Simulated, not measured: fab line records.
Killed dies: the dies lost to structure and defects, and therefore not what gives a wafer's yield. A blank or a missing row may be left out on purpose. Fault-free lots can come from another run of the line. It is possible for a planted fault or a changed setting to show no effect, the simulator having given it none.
Split-lot study :: flow sky130 :: 23 wafers read across 5 lots, on a route 708 steps long

## THE SPLIT
At SKY_LDD_N_IMPLANT_10, the setting energyKev was moved away from the recipe's 20 on 9 of the 23 wafers read, by -4.7% to +2.1%. The other wafers ran this setting at the recipe's value.

The reading is taken at the split's own step.

## THE READING
implant.drpNm (the simulator's own value, which no gauge read), in nm, at SKY_LDD_N_IMPLANT_10. There is no usual value for it anywhere in the file.

wafer: L074.1
tool, chamber at the split: implanter-01, 0
energyKev as run: 20
against the recipe: recipe
implant.drpNm, nm: 7.212
against lot-mates on the recipe: -

wafer: L074.3
tool, chamber at the split: implanter-01, 0
energyKev as run: 20
against the recipe: recipe
implant.drpNm, nm: 7.212
against lot-mates on the recipe: -

wafer: L074.4
tool, chamber at the split: implanter-01, 0
energyKev as run: 20
against the recipe: recipe
implant.drpNm, nm: 7.212
against lot-mates on the recipe: -

wafer: L074.5
tool, chamber at the split: implanter-01, 0
energyKev as run: 20
against the recipe: recipe
implant.drpNm, nm: 7.212
against lot-mates on the recipe: -

wafer: L074.6
tool, chamber at the split: implanter-01, 0
energyKev as run: 20
against the recipe: recipe
implant.drpNm, nm: 7.212
against lot-mates on the recipe: -

wafer: L075.1
tool, chamber at the split: implanter-03, 0
energyKev as run: 20.42
against the recipe: +2.1%
implant.drpNm, nm: 7.316
against lot-mates on the recipe: +0.104

wafer: L075.5
tool, chamber at the split: implanter-03, 0
energyKev as run: 20.42
against the recipe: +2.1%
implant.drpNm, nm: 7.316
against lot-mates on the recipe: +0.104

wafer: L075.6
tool, chamber at the split: implanter-03, 0
energyKev as run: 20.42
against the recipe: +2.1%
implant.drpNm, nm: 7.316
against lot-mates on the recipe: +0.104

wafer: L075.3
tool, chamber at the split: implanter-03, 0
energyKev as run: 20
against the recipe: recipe
implant.drpNm, nm: 7.212
against lot-mates on the recipe: -

wafer: L075.4
tool, chamber at the split: implanter-03, 0
energyKev as run: 20
against the recipe: recipe
implant.drpNm, nm: 7.212
against lot-mates on the recipe: -

wafer: L078.2
tool, chamber at the split: implanter-01, 0
energyKev as run: 19.05
against the recipe: -4.7%
implant.drpNm, nm: 6.973
against lot-mates on the recipe: -0.239

wafer: L078.4
tool, chamber at the split: implanter-01, 0
energyKev as run: 19.05
against the recipe: -4.7%
implant.drpNm, nm: 6.973
against lot-mates on the recipe: -0.239

wafer: L078.6
tool, chamber at the split: implanter-01, 0
energyKev as run: 19.05
against the recipe: -4.7%
implant.drpNm, nm: 6.973
against lot-mates on the recipe: -0.239

wafer: L078.3
tool, chamber at the split: implanter-01, 0
energyKev as run: 20
against the recipe: recipe
implant.drpNm, nm: 7.212
against lot-mates on the recipe: -

wafer: L078.5
tool, chamber at the split: implanter-01, 0
energyKev as run: 20
against the recipe: recipe
implant.drpNm, nm: 7.212
against lot-mates on the recipe: -

wafer: L079.1
tool, chamber at the split: implanter-03, 0
energyKev as run: 20
against the recipe: recipe
implant.drpNm, nm: 7.212
against lot-mates on the recipe: -

wafer: L079.2
tool, chamber at the split: implanter-03, 0
energyKev as run: 20
against the recipe: recipe
implant.drpNm, nm: 7.212
against lot-mates on the recipe: -

wafer: L079.3
tool, chamber at the split: implanter-03, 0
energyKev as run: 20
against the recipe: recipe
implant.drpNm, nm: 7.212
against lot-mates on the recipe: -

wafer: L081.2
tool, chamber at the split: implanter-01, 0
energyKev as run: 20
against the recipe: recipe
implant.drpNm, nm: 7.212
against lot-mates on the recipe: -

wafer: L081.4
tool, chamber at the split: implanter-01, 0
energyKev as run: 20
against the recipe: recipe
implant.drpNm, nm: 7.212
against lot-mates on the recipe: -

wafer: L081.3
tool, chamber at the split: implanter-01, 0
energyKev as run: 20.33
against the recipe: +1.6%
implant.drpNm, nm: 7.294
against lot-mates on the recipe: +0.082

wafer: L081.5
tool, chamber at the split: implanter-01, 0
energyKev as run: 20.33
against the recipe: +1.6%
implant.drpNm, nm: 7.294
against lot-mates on the recipe: +0.082

wafer: L081.6
tool, chamber at the split: implanter-01, 0
energyKev as run: 20.33
against the recipe: +1.6%
implant.drpNm, nm: 7.294
against lot-mates on the recipe: +0.082

THE FIT
A straight line over all 23 wafers: implant.drpNm changes by +0.0501 nm for each +1% of energyKev; r = +1.00; the points scatter about the line by 0.00051 nm.
The same after taking each lot's own level away (the mean of its wafers on the recipe; 23 wafers): +0.0501 nm for each +1%; r = +1.00; scatter 0.00051 nm.
Per that fit: largest energyKev move, reading shift of 0.24 nm.
The lots' own levels span 7.2120 to 7.2120 nm.
The two slopes are in agreement: the lot-to-lot level therefore moves the slope only a little.
Check: -0.238 nm against its lot-mates is what the line predicts for one of the wafers moved furthest among these (-4.7%) when that wafer is left out of the fit. It came out at -0.239 nm against them.

## THESE WAFERS: OTHER SPLITS
These wafers also went through other splits before the reading. Each is held against what the fit with the lots' levels taken away leaves over:
other split on the same wafers: SKY_SONOS_ONO_EXPOSE_10 doseMj
wafers away from the commonest value: 6
r with implant.drpNm (lot level and that fit taken away): +0.23

other split on the same wafers: SKY_SONOS_ONO_ETCH_15 timeS
wafers away from the commonest value: 10
r with implant.drpNm (lot level and that fit taken away): +0.13

other split on the same wafers: SKY_RES_PROTECT_COAT_02 resistThkNm
wafers away from the commonest value: 8
r with implant.drpNm (lot level and that fit taken away): -0.23

other split on the same wafers: SKY_POLY_GATE_COAT_07 spinRpm
wafers away from the commonest value: 9
r with implant.drpNm (lot level and that fit taken away): -0.05

other split on the same wafers: SKY_POLY_GATE_DEVELOP_12 developTimeS
wafers away from the commonest value: 5
r with implant.drpNm (lot level and that fit taken away): +0.17

## THE WHOLE CHAIN: every reading that the file lists as answering this split, in the file's order
step: SKY_LDD_N_IMPLANT_10
what it does: 
reading: implant.rpNm (the simulator's own value, which no gauge read)
change (the file's fit): +0.113 nm for each +1% of the setting
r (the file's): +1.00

step: SKY_LDD_N_IMPLANT_10
what it does: 
reading: implant.drpNm (the simulator's own value, which no gauge read)
change (the file's fit): +0.0501 nm for each +1% of the setting
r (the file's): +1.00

## THE FILE'S OWN FIT
implant.drpNm changes by +0.0501 nm for each +1% of energyKev, r = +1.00.
